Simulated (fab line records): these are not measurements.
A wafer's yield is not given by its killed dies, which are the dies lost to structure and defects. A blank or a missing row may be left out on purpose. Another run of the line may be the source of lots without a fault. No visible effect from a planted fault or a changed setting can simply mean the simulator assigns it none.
Which tool was responsible? | flow sky130 | 12 lots, 36 wafers sampled, at 5 steps of a route of 708

WHAT THE GAUGES SHOWED, per wafer
SKY_VT_ADJUST_LVTN_TW_MEAS_21.
lot  | measured     | on            | VT_ADJUST_LVTN_2_TW
L423 | day 7 14:22  | film metro-04 | 189.6 189.8 188.7
L424 | day 8 00:52  | film metro-04 | 189.5 188.5 189.2
L425 | day 8 07:04  | film metro-02 | 187.6 186.7 186.8
L429 | day 9 08:28  | film metro-04 | 187.9 187.8 188.4
L430 | day 9 15:22  | film metro-04 | 188.8 187.9 188.8
L432 | day 10 08:17 | film metro-03 | 187.6 189.3 188.7
L436 | day 11 07:19 | film metro-02 | 187.6 188.4 187.9
L437 | day 11 12:47 | film metro-04 | 187.8 188.0 189.4
L438 | day 11 21:41 | film metro-02 | 189.0 188.9 189.4
L440 | day 12 22:44 | film metro-02 | 188.6 187.5 187.8
L442 | day 13 01:15 | film metro-03 | 188.8 190.3 189.5
L445 | day 13 22:56 | film metro-02 | 187.1 187.1 188.1

SKY_LDD_LDN_TW_MEAS_13.
lot  | measured     | on            | LDD_LDN_TW
L423 | day 23 05:16 | film metro-03 | 1489 1490 1490
L424 | day 23 09:11 | film metro-03 | 1481 1489 1477
L425 | day 23 09:16 | film metro-01 | 1460 1465 1462
L429 | day 25 05:39 | film metro-04 | 1492 1496 1485
L430 | day 25 06:32 | film metro-03 | 1475 1484 1476
L432 | day 26 06:22 | film metro-03 | 1590 1596 1591
L436 | day 27 11:20 | film metro-03 | 1582 1589 1588
L437 | day 27 12:44 | film metro-03 | 1586 1585 1589
L438 | day 28 02:26 | film metro-03 | 1482 1481 1489
L440 | day 29 11:05 | film metro-01 | 1467 1472 1463
L442 | day 29 11:59 | film metro-04 | 1488 1489 1485
L445 | day 30 11:35 | film metro-03 | 1490 1495 1502

TOOL THAT RAN EACH LOT (tool first, then ch and the chambers of the sampled wafers, then the start)
lot  | SKY_POLY_GATE_ETCH_17            | SKY_LDD_LDN_IMPLANT_11          | SKY_LDD_LDN_STRIP_12
L423 | rie si-01 ch 0,1,3, day 16 16:59 | implanter-01 ch 0, day 23 05:01 | plasma asher-02 ch 0,1, day 23 05:10
L424 | rie si-02 ch 1,2,3, day 16 22:23 | implanter-03 ch 0, day 23 08:56 | plasma asher-02 ch 0,1, day 23 09:05
L425 | rie si-01 ch 1,2,3, day 16 22:28 | implanter-01 ch 0, day 23 09:02 | plasma asher-04 ch 0,1, day 23 09:10
L429 | rie si-02 ch 0,1,3, day 18 18:58 | implanter-04 ch 0, day 25 05:26 | plasma asher-04 ch 0,1, day 25 05:34
L430 | rie si-01 ch 1,3, day 18 20:34   | implanter-01 ch 0, day 25 06:17 | plasma asher-01 ch 0,1, day 25 06:26
L432 | rie si-01 ch 0,2,3, day 19 16:50 | implanter-03 ch 0, day 26 05:50 | plasma asher-01 ch 0,1, day 26 06:17
L436 | rie si-01 ch 0,1,3, day 21 00:53 | implanter-01 ch 0, day 27 10:46 | plasma asher-04 ch 0,1, day 27 11:14
L437 | rie si-02 ch 0,1,3, day 21 05:20 | implanter-03 ch 0, day 27 12:10 | plasma asher-01 ch 0,1, day 27 12:38
L438 | rie si-01 ch 0,2, day 21 19:10   | implanter-01 ch 0, day 28 02:11 | plasma asher-01 ch 0, day 28 02:20
L440 | rie si-01 ch 1,2,3, day 23 05:23 | implanter-03 ch 0, day 29 10:50 | plasma asher-04 ch 0,1, day 29 10:59
L442 | rie si-01 ch 0,1,3, day 23 06:41 | implanter-01 ch 0, day 29 11:46 | plasma asher-02 ch 1, day 29 11:53
L445 | rie si-02 ch 0,2,3, day 24 10:20 | implanter-03 ch 0, day 30 11:20 | plasma asher-01 ch 0,1, day 30 11:29
- SKY_POLY_GATE_ETCH_17: etches poly-Si in HBr/Cl2, stops on SiO2, target depth 180 nm, time 70.5 s.
- SKY_LDD_LDN_IMPLANT_11
- SKY_LDD_LDN_STRIP_12: strips in O2/N2.

WHAT THE TOOLS THEMSELVES READ (means of the sampled wafers that have a number; where no wafer has one, the mark that the record gives instead)
SKY_POLY_GATE_ETCH_17.
lot  | tool      | drypump motor current A (A) | oes product au (a.u.) | throttle valve pct (%)
L423 | rie si-01 | 5.7                         | 0.981                 | 33.685
L424 | rie si-02 | 5.7                         | 0.994                 | 33.690
L425 | rie si-01 | 6.2                         | 0.990                 | 33.684
L429 | rie si-02 | 5.5                         | 0.991                 | 33.692
L430 | rie si-01 | 5.9                         | 0.988                 | 33.678
L432 | rie si-01 | 5.8                         | 0.993                 | 33.685
L436 | rie si-01 | 5.7                         | 0.985                 | 33.681
L437 | rie si-02 | 5.5                         | 1.005                 | 33.675
L438 | rie si-01 | 6.1                         | 0.986                 | 33.691
L440 | rie si-01 | 6.2                         | 0.993                 | 33.681
L442 | rie si-01 | 5.7                         | 0.989                 | 33.683
L445 | rie si-02 | 5.7                         | 0.994                 | 33.680

SKY_LDD_LDN_IMPLANT_11.
lot  | tool         | beam on s (s) | rotation deg (degrees)
L423 | implanter-01 | 9.94          | 292.88
L424 | implanter-03 | 10.20         | 292.91
L425 | implanter-01 | 9.94          | 292.92
L429 | implanter-04 | 9.94          | 293.02
L430 | implanter-01 | 9.98          | 293.06
L432 | implanter-03 | 10.13         | 293.03
L436 | implanter-01 | 10.06         | 293.06
L437 | implanter-03 | 10.04         | 293.02
L438 | implanter-01 | 10.17         | 292.97
L440 | implanter-03 | 10.01         | 293.01
L442 | implanter-01 | 10.10         | 293.02
L445 | implanter-03 | 10.11         | 293.08

SKY_LDD_LDN_STRIP_12.
lot  | tool            | drypump motor current A (A) | oes product au (a.u.) | strip time to endpoint s (s)
L423 | plasma asher-02 | 6.0                         | 0.715                 | 14.17
L424 | plasma asher-02 | 6.0                         | 0.714                 | 14.24
L425 | plasma asher-04 | 6.2                         | 0.718                 | 14.21
L429 | plasma asher-04 | 6.2                         | 0.712                 | 14.16
L430 | plasma asher-01 | 5.4                         | 0.711                 | 14.18
L432 | plasma asher-01 | 5.4                         | 0.721                 | 14.20
L436 | plasma asher-04 | 6.0                         | 0.715                 | 14.18
L437 | plasma asher-01 | 5.7                         | 0.714                 | 14.19
L438 | plasma asher-01 | 5.1                         | 0.714                 | 14.16
L440 | plasma asher-04 | 6.2                         | 0.717                 | 14.18
L442 | plasma asher-02 | 6.1                         | 0.717                 | 14.13
L445 | plasma asher-01 | 5.4                         | 0.716                 | 14.12

THE ANSWER, worked out from the rows above alone
Rule: usual is defined by the lots themselves. The widest of any qualifying gaps counts: lots, ordered by their means at a reading, are off when they make up no more than a third of the lots, leave a main group of 4 or more, and stand apart from it by 3 or more times the standard deviation of that group's means. If all means in a main group match to the digits the tables above print for the reading, that group is not used. A lot without any number at a reading at which 4 lots or more have one is off too. The other lots that the step has rows for count as sound. First the gauges in route order, then the tools' own readings, where a lot's mean is used as printed above. The first step at which some lot is off is used, and at that step the reading that is off furthest; a lot without a number counts as furthest.
Off: L432, L436, L437, at SKY_LDD_LDN_TW_MEAS_13 (LDD_LDN_TW). The main group: mean 1482, standard deviation 10.
If a tool, at a process step before that reading, ran all the lots that are off and no sound lot after the first of them, it fits. Those tools and the gauges at SKY_LDD_LDN_TW_MEAS_13 are tried in the same way. None of those tried fits.

WHAT HAD BEEN PUT IN BY THE SIMULATOR
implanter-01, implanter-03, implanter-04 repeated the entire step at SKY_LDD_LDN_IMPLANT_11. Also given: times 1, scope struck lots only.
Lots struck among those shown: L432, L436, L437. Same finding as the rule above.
